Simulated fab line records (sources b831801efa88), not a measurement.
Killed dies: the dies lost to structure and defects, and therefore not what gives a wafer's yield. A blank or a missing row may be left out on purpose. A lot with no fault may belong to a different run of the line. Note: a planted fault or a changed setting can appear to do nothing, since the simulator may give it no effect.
The tool behind it: which one? | flow gf180mcu | 42 wafers from 14 lots sampled at 4 of the route's 602 steps

== WHAT THE GAUGES READ, wafer by wafer ==
GF_TOP_METAL_OVL_MEAS_15. Usual: TOP_METAL_OVL gives 0.0 nm (standard deviation 1.3).
lot  | measured     | on         | TOP_METAL_OVL (nm) | flag
L973 | day 27 20:35 | overlay-02 | 1.8 2.8 2.1        |
L974 | day 28 11:43 | overlay-02 | -0.3 -1.5 -1.2     |
L975 | day 28 13:55 | overlay-01 | -0.1 1.1 1.3       |
L976 | day 28 19:40 | overlay-02 | -0.8 -1.9 0.3      |
L977 | day 29 07:02 | overlay-02 | 0.0 1.5 0.1        |
L978 | day 29 18:50 | overlay-01 | 0.6 0.7 0.7        |
L979 | day 30 07:13 | overlay-01 | -2.1 -1.1 -1.1     |
L980 | day 30 09:08 | overlay-01 | 1.4 0.5 0.6        |
L981 | day 30 10:22 | overlay-02 | -2.0 1.3 -0.5      |
L983 | day 31 03:25 | overlay-01 | 0.1 -2.0 -1.2      |
L985 | day 31 13:52 | overlay-01 | -0.2 -1.7 1.2      |
L986 | day 31 21:28 | overlay-02 | 0.5 -0.2 0.2       |
L990 | day 32 20:23 | overlay-02 | -0.4 1.4 0.4       |
L991 | day 33 02:49 | overlay-01 | 0.9 -1.0 -2.5      |

== TOOL THAT RAN EACH LOT (tool first, then ch and the chambers of the sampled wafers, then the start) ==
lot  | GF_CONTACT_CVD_00                | GF_M5_METAL_ETCH_10               | GF_V5_CVD_23
L973 | hdpcvd-01 ch 1,2, day 15 01:20   | rie_metal-02 ch 0,1, day 26 00:32 | cvd_w-01 ch 0,1, day 26 23:41
L974 | hdpcvd-02 ch 1,2, day 15 09:55   | rie_metal-01 ch 0,1, day 26 18:19 | cvd_w-02 ch 0,1, day 27 16:01
L975 | hdpcvd-01 ch 0,1, day 15 17:53   | rie_metal-02 ch 0,1, day 26 18:47 | cvd_w-02 ch 0,1, day 27 17:14
L976 | hdpcvd-02 ch 0,2, day 16 03:04   | rie_metal-04 ch 0,1, day 27 01:38 | cvd_w-02 ch 0,1, day 27 23:52
L977 | hdpcvd-02 ch 0,1, day 16 16:53   | rie_metal-04 ch 0,1, day 27 13:56 | cvd_w-01 ch 0,1, day 28 11:29
L978 | hdpcvd-01 ch 1,2, day 17 04:08   | rie_metal-01 ch 0,1, day 28 01:46 | cvd_w-01 ch 0,1, day 28 23:00
L979 | hdpcvd-01 ch 0,1, day 17 15:08   | rie_metal-01 ch 0,1, day 28 13:20 | cvd_w-01 ch 0,1, day 29 10:45
L980 | hdpcvd-02 ch 0,1, day 17 19:40   | rie_metal-04 ch 0,1, day 28 17:02 | cvd_w-02 ch 0,1, day 29 14:26
L981 | hdpcvd-01 ch 0,1, day 18 00:26   | rie_metal-02 ch 0,1, day 28 17:20 | cvd_w-01 ch 0,1, day 29 14:40
L983 | hdpcvd-01 ch 0,1,2, day 18 20:37 | rie_metal-02 ch 0, day 29 11:26   | cvd_w-02 ch 0, day 30 08:23
L985 | hdpcvd-01 ch 0,1,2, day 19 11:10 | rie_metal-01 ch 1, day 29 23:41   | cvd_w-02 ch 0, day 30 19:42
L986 | hdpcvd-02 ch 0,1,2, day 19 21:08 | rie_metal-02 ch 0,1, day 30 07:53 | cvd_w-02 ch 0,1, day 31 03:43
L990 | hdpcvd-01 ch 0,1,2, day 21 08:15 | rie_metal-01 ch 0,1, day 31 08:44 | cvd_w-02 ch 0,1, day 32 03:44
L991 | hdpcvd-01 ch 0,1,2, day 21 17:19 | rie_metal-04 ch 0,1, day 31 15:02 | cvd_w-02 ch 0,1, day 32 10:20
- GF_CONTACT_CVD_00: deposits SiO2, target thk 300 nm, time 50 s.
- GF_M5_METAL_ETCH_10: etches the open film in Cl2/BCl3, stops on SiO2, target depth 627.5 nm, time 104.6 s.
- GF_V5_CVD_23: deposits W, target thk 350 nm, time 104.9 s.

== AS READ BY THE TOOLS THEMSELVES (means over the sampled wafers that have a number; for cases with no such wafer, the mark the record gives instead) ==
GF_M5_METAL_ETCH_10. Usual: drypump_motor_current_A 5.7 A, standard deviation 0.35; he_backside_leak_sccm 3.35 sccm, standard deviation 0.17; oes_product_au 0.974 a.u., standard deviation 0.0083; throttle_valve_pct 28.249 %, standard deviation 0.011.
lot  | tool         | drypump_motor_current_A (A) | he_backside_leak_sccm (sccm) | oes_product_au (a.u.) | throttle_valve_pct (%) | flag
L973 | rie_metal-02 | 5.9                         | 3.46                         | 0.976                 | 28.242                 |
L974 | rie_metal-01 | 5.8                         | 3.38                         | 0.973                 | 28.246                 |
L975 | rie_metal-02 | 5.7                         | 3.46                         | 0.977                 | 28.246                 |
L976 | rie_metal-04 | 5.3                         | 3.61                         | 0.982                 | 28.229                 |
L977 | rie_metal-04 | 5.5                         | 3.35                         | 0.970                 | 28.253                 |
L978 | rie_metal-01 | 5.8                         | 3.28                         | 0.980                 | 28.233                 |
L979 | rie_metal-01 | 5.8                         | 3.35                         | 0.979                 | 28.243                 |
L980 | rie_metal-04 | 5.5                         | 3.33                         | 0.979                 | 28.238                 |
L981 | rie_metal-02 | 6.0                         | 3.49                         | 0.980                 | 28.257                 |
L983 | rie_metal-02 | 5.4                         | 3.31                         | 0.983                 | 28.243                 |
L985 | rie_metal-01 | 5.8                         | 3.24                         | 0.982                 | 28.242                 |
L986 | rie_metal-02 | 5.9                         | 3.43                         | 0.972                 | 28.246                 |
L990 | rie_metal-01 | 5.8                         | 3.19                         | 0.980                 | 28.247                 |
L991 | rie_metal-04 | 5.3                         | 3.24                         | 0.977                 | 28.256                 |

GF_V5_CVD_23. Usual: heater_power_outer_w 474 W, standard deviation 24; heater_power_w 790 W, standard deviation 44.
lot  | tool     | heater_power_outer_w (W) | heater_power_w (W) | flag
L973 | cvd_w-01 | 474                      | 812                |
L974 | cvd_w-02 | 473                      | 786                |
L975 | cvd_w-02 | 470                      | 810                |
L976 | cvd_w-02 | 449                      | 766                |
L977 | cvd_w-01 | 480                      | 818                |
L978 | cvd_w-01 | 480                      | 813                |
L979 | cvd_w-01 | 487                      | 794                |
L980 | cvd_w-02 | 454                      | 766                |
L981 | cvd_w-01 | 480                      | 832                |
L983 | cvd_w-02 | 426                      | 729                |
L985 | cvd_w-02 | 441                      | 741                |
L986 | cvd_w-02 | 461                      | 795                |
L990 | cvd_w-02 | 456                      | 765                |
L991 | cvd_w-02 | 468                      | 790                |

== THE ANSWER, worked out from the rows above alone ==
Rule: lot off if the mean of its wafers having a number is beyond 3 standard deviations from the usual mean. A lot without any number at a reading at which 4 lots or more have one is off too. The other lots that the step has rows for count as sound. Order of review: gauges by route order, followed by the tools' own readings, for which a lot's mean as printed above is used. At the first step where some lot is off, the reading lying furthest off is the one used; lots without a number count as furthest.
Across all readings shown, no lot is off: no conclusion can be drawn from this.

== WHAT WAS PUT IN BY THE SIMULATOR ==
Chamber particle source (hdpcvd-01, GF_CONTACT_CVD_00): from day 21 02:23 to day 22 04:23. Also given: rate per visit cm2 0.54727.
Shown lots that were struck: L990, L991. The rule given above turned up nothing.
